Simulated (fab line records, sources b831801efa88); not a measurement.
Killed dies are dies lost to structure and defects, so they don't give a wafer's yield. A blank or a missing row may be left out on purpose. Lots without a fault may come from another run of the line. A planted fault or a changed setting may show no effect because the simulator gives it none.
fab line records | flow sky130
record lots=5 wafers=15 last_day=50
route steps=708 shown GATE_OXIDE@191 POLY_GATE@204 RES_PROTECT@206 VIA3@587 PAD_OPEN@708
lots that met no fault: from a run of the same line without faults
start_h: hours from the record's first day to the start of the lot's first wafer shown | wait_h: hours since the lot's step before | " the same as in the row above | L1.1+2: a row that stands for several wafers | - no value, or no start given | * or withheld: withheld | < > ~ a bound
route shown NAME@n: a module of which the file shows steps, and the number in the route of the first | usual: mean/standard deviation of fault-free wafers | same: alike in all rows | chamber/n: place in a boat | sites: the reading at each site | _std_site: their standard deviation | _edge_site: outer sites' mean less inner sites' | radius_mm: how far each site lies from the wafer's centre | mask NAME#n: copy n | behind: the tool/chamber that last shaped the wafer | hold: why the lot was held/for how many hours/how that ended | device: the transistor (n, p or np) that didn't switch | end of line: the same wafers' tests at the end of the route | a step without rows: its recipe alone | killed: dies lost to structure and defects at the first sort, not the wafer's yield | map: a wafer's dies, x killed, . not, _ none there
set.NAME: the setting as run; set.NAME@STEP: as run at that earlier step | model.NAME: the simulator's own value behind a step, which no gauge read
lots at some steps of the route; a table a step, a row a wafer
services: from which hour (start_h, from the record's first day; less than 0 if before it) a tool's chamber was out of use, for how many hours, and why
## steps
# step SKY_GATE_OXIDE_HMDS_04
# recipe prime_time_s=60 prime_temp_c=120
# step SKY_GATE_OXIDE_COAT_05
# recipe resist=NOVOLAK spin_rpm=3000 resist_thk_nm=1140
# step SKY_GATE_OXIDE_SOFTBAKE_06
# recipe temp_c=90 time_s=60 resist=NOVOLAK
# step SKY_GATE_OXIDE_EXPOSE_07
# recipe mask_id=LVOM na=0.6 source_shape=conventional sigma_outer=0.6 polarization=unpolarized target_cd_nm=600 dose_mj=170
# step SKY_GATE_OXIDE_PEB_08
# recipe temp_c=withheld time_s=* resist=NOVOLAK
# step SKY_GATE_OXIDE_DEVELOP_09
# recipe resist=NOVOLAK developer=TMAH develop_time_s=60 dev_temp_c=23
# step SKY_GATE_OXIDE_IMPLANT_11
# recipe species=B energy_kev=10 dose_cm2=2.629e+12 tilt_deg=withheld
# step SKY_GATE_OXIDE_WET_ETCH_12
# recipe chemistry=dHF target_depth_nm=16.8 dry=n2_spin target=SiO2 dilution=100:1 temp_c=25 time_s=336
# step SKY_GATE_OXIDE_STRIP_13
# recipe chemistry=O2/N2 power_w=1400 pressure_mtorr=1500 platen_temp_c=withheld o2_flow_sccm=3000 n2_flow_sccm=300 overash_fraction=0.5
# step SKY_GATE_OXIDE_CLEAN_15
# recipe chemistry=SC1/SC2 mix=1:4:20 temp_c=70 time_s=150 dry=n2_spin
# step SKY_GATE_OXIDE_OXIDATION_16
# recipe temp_c=800 ambient=O2 idle_temp_c=700 ramp_up_c_per_min=10 ramp_down_c_per_min=3 stabilise_s=600 purge_s=300 target_thk_a=35.7 ox_time_s=1915
# usual ox_temp_c=800.1/0.41 ox_temp_c_max=804.2/1.2 spike_tc_centre_C=802.4/1 stabilise_s=600/0 tube_center_temp_C=800/0.078 tube_center_temp_C_max=802.1/0.34
# columns lot.wafer tool chamber start_h wait_h ox_temp_c ox_temp_c_max spike_tc_centre_C stabilise_s tube_center_temp_C tube_center_temp_C_max
L744.2 furnace-02 0 320.40 2.3 800.1 803.5 802.2 600 799.95 801.9
L744.5 " 0 " " 800.4 803.3 801.7 600 799.98 802.0
L744.6 " 0 " " 800.0 803.2 802.4 600 800 801.4
L761.1 furnace-02 0 456.22 1.0 799.3 802.5 801.2 5400 799.88 801.9
L761.2 " 0 " " 799.4 802.0 802.0 5400 800.07 801.9
L761.5 " 0 " " 800.0 803.3 801.9 5400 799.87 802.3
L762.2 furnace-02 0 457.75 0.9 799.6 802.6 801.3 5400 800.04 802.4
L762.3 " 0 " " 799.5 802.8 802.6 5400 799.98 802.2
L762.5 " 0 " " 799.8 802.5 800.9 5400 800.08 801.8
L763.2 furnace-02 0 471.65 0.9 800.4 803.3 802.0 5400 800.01 802.2
L763.3 " 0 " " 800.8 803.5 802.5 5400 800.14 802.2
L763.5 " 0 " " 800.1 803.6 802.8 5400 799.95 802.0
L766.1 furnace-01 0 495.25 0.0 800.6 805.8 803.2 600 799.98 802.6
L766.3 " 0 " " 801.0 805.9 802.5 600 800.19 802.4
L766.4 " 0 " " 800.0 804.7 800.5 600 800.06 802.5
# step SKY_POLY_GATE_CVD_00
# recipe material=poly-Si target_thk_nm=180 temp_c=620 time_s=720 pressure_mtorr=200
# step SKY_RES_PROTECT_DEHYDRATE_00
# recipe temp_c=200 time_s=60
# step SKY_RES_PROTECT_HMDS_01
# recipe prime_time_s=60 prime_temp_c=120
# step SKY_RES_PROTECT_COAT_02
# recipe resist=NOVOLAK spin_rpm=3000 resist_thk_nm=1140
# step SKY_RES_PROTECT_SOFTBAKE_03
# recipe temp_c=90 time_s=60 resist=NOVOLAK
# step SKY_RES_PROTECT_EXPOSE_04
# recipe mask_id=RPM na=0.6 source_shape=conventional sigma_outer=0.6 polarization=unpolarized target_cd_nm=1270 dose_mj=131
# step SKY_RES_PROTECT_PEB_05
# recipe temp_c=withheld time_s=* resist=NOVOLAK
# step SKY_RES_PROTECT_DEVELOP_06
# recipe resist=NOVOLAK developer=TMAH develop_time_s=60 dev_temp_c=23
# step SKY_POLY_GATE_IMPLANT_02
# recipe species=P energy_kev=30 dose_cm2=7.7e+15 tilt_deg=0
# step SKY_RES_PROTECT_STRIP_07
# recipe chemistry=O2/N2 power_w=1400 pressure_mtorr=1500 platen_temp_c=withheld o2_flow_sccm=3000 n2_flow_sccm=300 overash_fraction=0.5
# step SKY_RES_PROTECT_CLEAN_09
# recipe chemistry=SC1/SC2 mix=1:4:20 temp_c=70 time_s=150 dry=n2_spin
# step SKY_POLY_GATE_CVD_03
# recipe material=Si3N4 precursor=DCS/NH3 target_thk_nm=75 temp_c=770 time_s=1290 pressure_mtorr=250
# step SKY_POLY_GATE_DEHYDRATE_05
# recipe temp_c=200 time_s=60
# step SKY_POLY_GATE_HMDS_06
# recipe prime_time_s=60 prime_temp_c=120
# step SKY_POLY_GATE_COAT_07
# recipe resist=BARC temp_c=withheld time_s=withheld spin_rpm=3000 resist_thk_nm=110
# step SKY_POLY_GATE_COAT_08
# recipe resist=KrF-thick spin_rpm=3043 resist_thk_nm=450
# step SKY_POLY_GATE_SOFTBAKE_09
# recipe temp_c=100 time_s=90 resist=KrF-thick
# step SKY_POLY_GATE_EXPOSE_10
# recipe mask_id=P1M na=0.68 source_shape=conventional sigma_outer=0.6 target_cd_nm=150 dose_mj=28
# step SKY_POLY_GATE_PEB_11
# recipe peb_temp_c=withheld peb_time_s=withheld resist=KrF-thick
# step SKY_POLY_GATE_DEVELOP_12
# recipe develop_time_s=60 resist=KrF-thick dev_temp_c=21
# step SKY_POLY_GATE_ETCH_15
# recipe chemistry=N2/H2 target=BARC ion_energy_ev=200 source_w=500 bias_w=100 pressure_mtorr=30 n2_flow_sccm=100 h2_flow_sccm=200 stop_on=SiO2 time_s=118.5 target_depth_a=1100
# step SKY_POLY_GATE_ETCH_16
# recipe stop_on=poly-Si chemistry=CH3F/O2 target=Si3N4 source_w=400 bias_w=80 pressure_mtorr=25 ch3f_flow_sccm=40 O2_flow_sccm=30 time_s=147.5 target_depth_a=750
# step SKY_POLY_GATE_ETCH_17
# recipe target_depth_nm=180 stop_on=SiO2 over_etch_frac=0.56667 chemistry=HBr/Cl2 target=poly-Si icp_w=400 bias_w=100 pressure_mtorr=10 HBr_flow_sccm=150 Cl2_flow_sccm=50 time_s=70.5
# step SKY_POLY_GATE_STRIP_18
# recipe chemistry=O2/N2 power_w=1400 pressure_mtorr=1500 platen_temp_c=withheld o2_flow_sccm=3000 n2_flow_sccm=300 overash_fraction=0.5
# step SKY_VIA3_ETCH_14
# recipe chemistry=N2/H2 target=BARC ion_energy_ev=200 source_w=500 bias_w=100 pressure_mtorr=30 n2_flow_sccm=100 h2_flow_sccm=200 stop_on=SiO2 time_s=45.9 target_depth_a=600
# usual drypump_motor_current_A=5.8/0.4 n2_flow_sccm=100.0/0.3 oes_product_au=0.855/0.0047 throttle_valve_pct=13.225/0.0086
# columns lot.wafer tool chamber start_h wait_h drypump_motor_current_A n2_flow_sccm oes_product_au rf_hours_counter_h throttle_valve_pct model.VIA3.cd_nm
L744.2 rie_diel-01 2 934.02 0.0 5.4 100.6 0.846 16 13.228 200.5
L744.5 " 0 " " 5.5 99.9 0.856 - 13.227 201.8
L744.6 " 1 " " 6.1 99.8 0.855 - 13.224 203.1
L761.1 rie_diel-01 3 1049.16 0.0 6.1 99.9 0.850 18 13.220 200.7
L761.2 " 2 " " 5.5 99.9 0.856 21 13.225 197
L761.5 " 0 " " 5.5 100.6 0.853 - 13.227 198
L762.2 rie_diel-03 0 1049.99 0.0 5.2 99.7 0.855 27 13.224 201.7
L762.3 " 3 " " 6.4 99.5 0.856 10 13.224 200.6
L762.5 " 1 " " 6.0 100.1 0.849 - 13.217 201.3
L763.2 rie_diel-01 3 1055.66 0.0 6.1 100.4 0.854 18 13.216 205
L763.3 " 0 " " 5.5 99.9 0.863 7 13.216 204.6
L763.5 " 1 " " 6.1 100.1 0.861 - 13.239 201.6
L766.1 rie_diel-03 1 1082.31 0.0 6.1 100.9 0.852 8 13.218 198.6
L766.3 " 2 " " 5.9 100.0 0.860 15 13.218 197.8
L766.4 " 0 " " 5.3 100.3 0.854 0 13.223 199.6
# step SKY_PAD_OPEN_PROBE_99
# usual killed_at_M0_to_M3=43/6.6 killed_at_M4_up=2.9/1.8 killed_at_contacts=25/5.3 killed_at_front_end=15/4.1 killed_at_other=0.3/0.6 killed_dies=86/8.8 killed_open=47/6.7 killed_short=39/6.2
# same gross_dies=492 killed_at_back_side=0
# columns lot.wafer tool chamber start_h wait_h killed_at_M0_to_M3 killed_at_M4_up killed_at_contacts killed_at_front_end killed_at_other killed_dies killed_open killed_short model.etest.pfet_01v8_mvt.off_log10_a_um model.etest.pfet_01v8_mvt.vt_sat_v model.etest.pfet_01v8_mvt.vt_long_v model.etest.pfet_01v8_mvt.vt_v model.etest.pfet_01v8_lvt.vt_v model.etest.pfet_01v8_lvt.vt_sat_v model.etest.pfet_01v8_lvt.vt_long_v model.etest.pfet_01v8.vt_v
L744.2 prober-01 - 1080.33 0.1 43 4 23 17 1 88 51 37 -9.736 -0.4883 -0.8063 -0.5859 -0.5075 -0.4135 -0.6325 -0.7357
L744.5 prober-01 - 1080.48 0.2 35 3 25 13 0 76 47 29 -9.872 -0.501 -0.8079 -0.5906 -0.5143 -0.4241 -0.6347 -0.7462
L744.6 prober-01 - 1080.53 0.2 43 3 24 12 0 82 47 35 -9.906 -0.5079 -0.8061 -0.5923 -0.51 -0.4238 -0.6324 -0.7563
L761.1 prober-01 - 1176.52 0.1 51 6 30 5 1 93 57 36 -11.42 -0.6145 -0.9049 -0.6976 -0.56 -0.4693 -0.6762 -0.8092
L761.2 prober-01 - 1176.57 0.1 38 3 21 17 0 79 48 31 -11.39 -0.6079 -0.9004 -0.6949 -0.55 -0.4546 -0.668 -0.798
L761.5 prober-01 - 1176.72 0.2 44 3 28 13 0 88 54 33 -11.31 -0.6078 -0.9067 -0.6953 -0.5552 -0.4622 -0.6724 -0.801
L762.2 prober-02 - 1176.75 0.1 46 10 22 20 0 98 59 31 -11.01 -0.5962 -0.8971 -0.6847 -0.5483 -0.4496 -0.6678 -0.7922
L762.3 prober-02 - 1176.80 0.2 44 3 13 18 0 78 39 39 -11.24 -0.6032 -0.8984 -0.6895 -0.5488 -0.4546 -0.6665 -0.7937
L762.5 prober-02 - 1176.90 0.2 38 0 31 19 1 89 53 36 -11.35 -0.6045 -0.9027 -0.6924 -0.5501 -0.4542 -0.6663 -0.7991
L763.2 prober-01 - 1180.13 0.1 48 4 25 15 0 92 48 43 -10.66 -0.564 -0.8682 -0.6543 -0.5436 -0.449 -0.664 -0.7803
L763.3 prober-01 - 1180.18 0.2 41 3 27 13 1 85 45 39 -10.67 -0.5631 -0.8608 -0.6513 -0.5416 -0.4464 -0.6621 -0.7768
L763.5 prober-01 - 1180.28 0.2 44 2 28 22 1 97 50 47 -10.93 -0.5806 -0.8713 -0.6643 -0.5497 -0.4588 -0.667 -0.7929
L766.1 prober-02 - 1200.63 0.1 44 3 23 15 0 85 48 37 -10.42 -0.5414 -0.8402 -0.6313 -0.4894 -0.3967 -0.6154 -0.7697
L766.3 prober-02 - 1200.73 0.2 43 0 26 20 0 89 54 35 -10.34 -0.5369 -0.8423 -0.6281 -0.4971 -0.4026 -0.6183 -0.7699
L766.4 prober-02 - 1200.78 0.2 56 2 28 20 1 107 60 47 -10.23 -0.5349 -0.8394 -0.6262 -0.4904 -0.3937 -0.6179 -0.7658
# killed by level:class
L744.2 VIA2:geometric_particle:open=10 VIA1:geometric_particle:open=9 POLY_GATE:geometric_particle:open=8 LI_CONTACT:geometric_particle:open=8 METAL2:geometric_particle:short=8 CONTACT:geometric_particle:open=7 METAL3:geometric_particle:short=5 POLY_GATE:geometric_particle:short=3
L744.5 LI_CONTACT:geometric_particle:open=10 CONTACT:geometric_particle:open=10 VIA2:geometric_particle:open=8 VIA2:geometric_particle:short=6 FIELD_ISO:geometric_particle:open=4 METAL2:geometric_particle:short=4 METAL3:geometric_particle:short=4 FIELD_ISO:geometric_particle:short=3
L744.6 VIA1:geometric_particle:open=10 LI_CONTACT:geometric_particle:open=8 METAL1:geometric_particle:short=7 VIA2:geometric_particle:open=6 CONTACT:geometric_particle:open=6 VIA1:geometric_particle:short=5 METAL2:geometric_particle:short=5 FIELD_ISO:geometric_particle:open=4
L761.1 VIA1:geometric_particle:open=12 CONTACT:geometric_particle:open=9 VIA3:geometric_particle:open=9 LI_CONTACT:geometric_particle:open=7 VIA2:geometric_particle:open=7 LOCAL_INTERCONNECT:geometric_particle:short=6 VIA1:geometric_particle:short=6 METAL4:geometric_particle:short=4
L761.2 VIA1:geometric_particle:open=14 CONTACT:geometric_particle:open=9 SPACER:geometric_particle:open=6 VIA3:geometric_particle:open=5 CONTACT:geometric_particle:short=4 LI_CONTACT:geometric_particle:open=4 METAL1:geometric_particle:short=4 POLY_CUT:geometric_particle:open=3
L761.5 CONTACT:geometric_particle:open=14 VIA1:geometric_particle:open=12 LI_CONTACT:geometric_particle:open=7 VIA2:geometric_particle:open=7 METAL2:geometric_particle:short=6 SPACER:geometric_particle:open=5 VIA1:geometric_particle:short=5 METAL3:geometric_particle:short=4
L762.2 VIA1:geometric_particle:open=14 CONTACT:geometric_particle:open=12 VIA3:geometric_particle:open=10 VIA4:area_etch=8 POLY_GATE:geometric_particle:open=7 VIA2:geometric_particle:open=5 VIA1:geometric_particle:short=4 METAL2:geometric_particle:short=4
L762.3 VIA1:geometric_particle:open=12 METAL1:geometric_particle:short=9 FIELD_ISO:geometric_particle:open=7 VIA1:geometric_particle:short=5 CONTACT:geometric_particle:short=5 CONTACT:geometric_particle:open=4 POLY_GATE:geometric_particle:short=3 VIA2:geometric_particle:short=3
L762.5 CONTACT:geometric_particle:open=14 LI_CONTACT:geometric_particle:open=9 METAL1:geometric_particle:short=7 VIA3:geometric_particle:open=7 VIA1:geometric_particle:open=6 FIELD_ISO:geometric_particle:short=5 POLY_GATE:geometric_particle:open=4 FIELD_ISO:geometric_particle:open=3
L763.2 VIA1:geometric_particle:open=13 LI_CONTACT:geometric_particle:open=10 METAL1:geometric_particle:short=9 METAL2:geometric_particle:short=6 CONTACT:geometric_particle:open=6 VIA3:geometric_particle:open=6 FIELD_ISO:geometric_particle:open=5 POLY_GATE:geometric_particle:open=4
L763.3 LI_CONTACT:geometric_particle:open=9 VIA1:geometric_particle:open=9 VIA1:geometric_particle:short=7 CONTACT:geometric_particle:open=7 VIA3:geometric_particle:open=5 POLY_GATE:geometric_particle:open=4 LOCAL_INTERCONNECT:geometric_particle:short=4 CONTACT:geometric_particle:short=4
L763.5 CONTACT:geometric_particle:open=13 VIA1:geometric_particle:open=8 METAL2:geometric_particle:short=7 FIELD_ISO:geometric_particle:open=6 METAL1:geometric_particle:short=6 FIELD_ISO:geometric_particle:short=5 VIA2:geometric_particle:open=5 LI_CONTACT:geometric_particle:open=5
L766.1 VIA1:geometric_particle:open=12 VIA3:geometric_particle:open=10 CONTACT:geometric_particle:short=7 LOCAL_INTERCONNECT:geometric_particle:short=6 CONTACT:geometric_particle:open=6 FIELD_ISO:geometric_particle:open=4 LI_CONTACT:geometric_particle:open=4 VIA1:geometric_particle:short=4
L766.3 CONTACT:geometric_particle:open=12 METAL1:geometric_particle:short=11 VIA1:geometric_particle:open=8 POLY_GATE:geometric_particle:open=7 LI_CONTACT:geometric_particle:open=7 FIELD_ISO:geometric_particle:open=5 VIA3:geometric_particle:open=5 CONTACT:geometric_particle:short=4
L766.4 CONTACT:geometric_particle:open=14 VIA1:geometric_particle:open=12 METAL2:geometric_particle:short=11 VIA3:geometric_particle:open=10 VIA1:geometric_particle:short=7 METAL1:geometric_particle:short=7 LOCAL_INTERCONNECT:geometric_particle:short=6 FIELD_ISO:geometric_particle:open=5
## services
# columns tool chamber start_h hours kind
rie_diel-01 0 306.30 8.1 repair
furnace-02 - 350.14 3.3 pm
rie_diel-01 3 401.60 37.0 repair
rie_diel-01 2 486.50 26.6 repair
furnace-02 - 493.75 3.3 pm
furnace-02 - 518.23 3.5 pm
rie_diel-01 3 544.69 2.2 repair
rie_diel-01 3 601.57 63.4 repair
furnace-02 - 686.28 2.8 pm
rie_diel-01 0 721.76 9.7 repair
rie_diel-01 3 724.90 10.0 repair
rie_diel-01 2 747.04 12.2 repair
rie_diel-01 - 757.43 2.8 pm
rie_diel-01 0 767.53 12.5 repair
furnace-02 - 776.68 2.5 pm
rie_diel-01 1 788.17 4.1 repair
furnace-02 - 853.11 4.2 pm
rie_diel-01 3 880.35 2.7 repair
rie_diel-01 0 897.34 15.9 repair
furnace-02 - 996.68 6.5 pm
furnace-02 - 1021.77 4.0 pm
furnace-02 - 1050.37 1.2 repair
furnace-02 - 1057.75 3.4 pm
rie_diel-01 1 1073.28 1.2 repair
## key
first_sign step=SKY_GATE_OXIDE_OXIDATION_16 reading=stabilise_s direction=up sigmas=99+ usual=600 struck=5400
effect none on later readings
model_effect step=SKY_VIA3_ETCH_14 value=VIA3.cd_nm without=200.2 struck=201.2
model_effect step=SKY_PAD_OPEN_PROBE_99 value=etest.pfet_01v8_mvt.off_log10_a_um without=-10.41 struck=-11.11
met_at SKY_GATE_OXIDE_OXIDATION_16
struck_wafers L761.1,L761.2,L761.5,L762.2,L762.3,L762.5,L763.2,L763.3,L763.5
tester_left_out L761,L762,L763
loop_trim step=SKY_VIA3_EXPOSE_09 setting=dose lots=L763
onset_between 320.40 456.22
fault kind=process_parameter_drift tool=furnace-02 chamber=- onset_h=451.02 steps=SKY_GATE_OXIDE_OXIDATION_16 channel=stabilise_s offset=4800 shape=step end_h=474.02 acts_in=these_recipes_only stated=600
# tester_left_out: of these lots the tester's yield and bins aren't shown, on N5 and GAA mostly nor the transistor test; their killed dies are dies lost to structure and defects alone, not to doping, threshold or leakage, so they don't give the yield
# loop_trim: a control loop set the setting to another value than it would have without faults
